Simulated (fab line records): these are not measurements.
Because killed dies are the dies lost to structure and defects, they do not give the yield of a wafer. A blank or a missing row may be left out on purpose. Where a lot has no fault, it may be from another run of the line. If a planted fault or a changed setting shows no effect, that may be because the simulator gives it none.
Problem report, 8D (eight disciplines) form, completed by code :: flow sky130 :: the parts of the form that need people (team, actions taken, sign-off) are left out

1. WHAT IS WRONG
At SKY_NWELL_IMPLANT_13, beamEnergyKeV averages 49.195 over 6 wafers from 2 lots, while fault-free wafers read 50.000, standard deviation 0.016. Measured from the usual mean, that is -50 standard deviations.
Seen first at day 8 21:35 on implanter-02, wafer L717.3. At this step, 39 wafers from 13 lots have a number in the record. Rule for "out", or "out of limits": more than 4 standard deviations from the usual mean. Any other wafer with a number is counted as sound.

2. WHAT THIS IS AND IS NOT
question: which readings at this step
is: beamEnergyKeV
is not: -

question: which lots
is: L717, L719
is not: L702, L703, L705, L706, L707, L710, L711, L712, L721, L722, L723

question: which wafers of those lots
is: all that have a number
is not: -

question: read on which tools
is: implanter-02
is not: implanter-01, implanter-04

question: when
is: from day 8 21:35
is not: up to then (24 sound wafers); but 9 sound wafers of L721, L722, L723 came after

3. SUSPECTS, AND WHAT RULES EACH OUT
Counting: any tool at a process step up to the reading is kept as a suspect provided that every lot that is out went through it and no sound lot did after the first of them.
- implanter-02 at SKY_NWELL_IMPLANT_13: kept. Every lot that is out went through it, starting with L717 (day 8 21:35), and after that it ran no sound lot; the last sound lot it ran before then is L711 (day 7 11:17). On those wafers its own readings are out: beamEnergyKeV.
Left after counting: implanter-02 at SKY_NWELL_IMPLANT_13.

4. THE CAUSE (what the simulator had put in)
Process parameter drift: implanter-02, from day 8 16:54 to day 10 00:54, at SKY_NWELL_IMPLANT_13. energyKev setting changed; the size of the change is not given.
The count eliminated every tool but this one.

5. THE CHAIN OF EFFECTS, in route order
One row per reading whose mean, taken over the struck wafers that have a number, lies over 3 standard deviations from the usual. Readings are gone through only where the record gives a usual standard deviation; hours: the median, over the lots, of the time from a lot's start at the first step in this table giving one to that lot's start at this step; sigmas: the change measured in usual standard deviations.
hours: 0
step: SKY_NWELL_IMPLANT_13
reading: beamEnergyKeV
usual: 50.000
on struck wafers: 49.195
change: -0.805
sigmas: -50
Process steps it contains:
- SKY_NWELL_IMPLANT_13
Later steps that measure or inspect, where all struck wafers having a row at the step show a number for every such reading and not one has moved that far: SKY_SD_P_CD_MEAS_07.

6. WHAT WOULD HAVE CAUGHT IT SOONER
In this record the first reading out of limits was taken at day 8 21:35, 5 hours after the fault began at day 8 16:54.
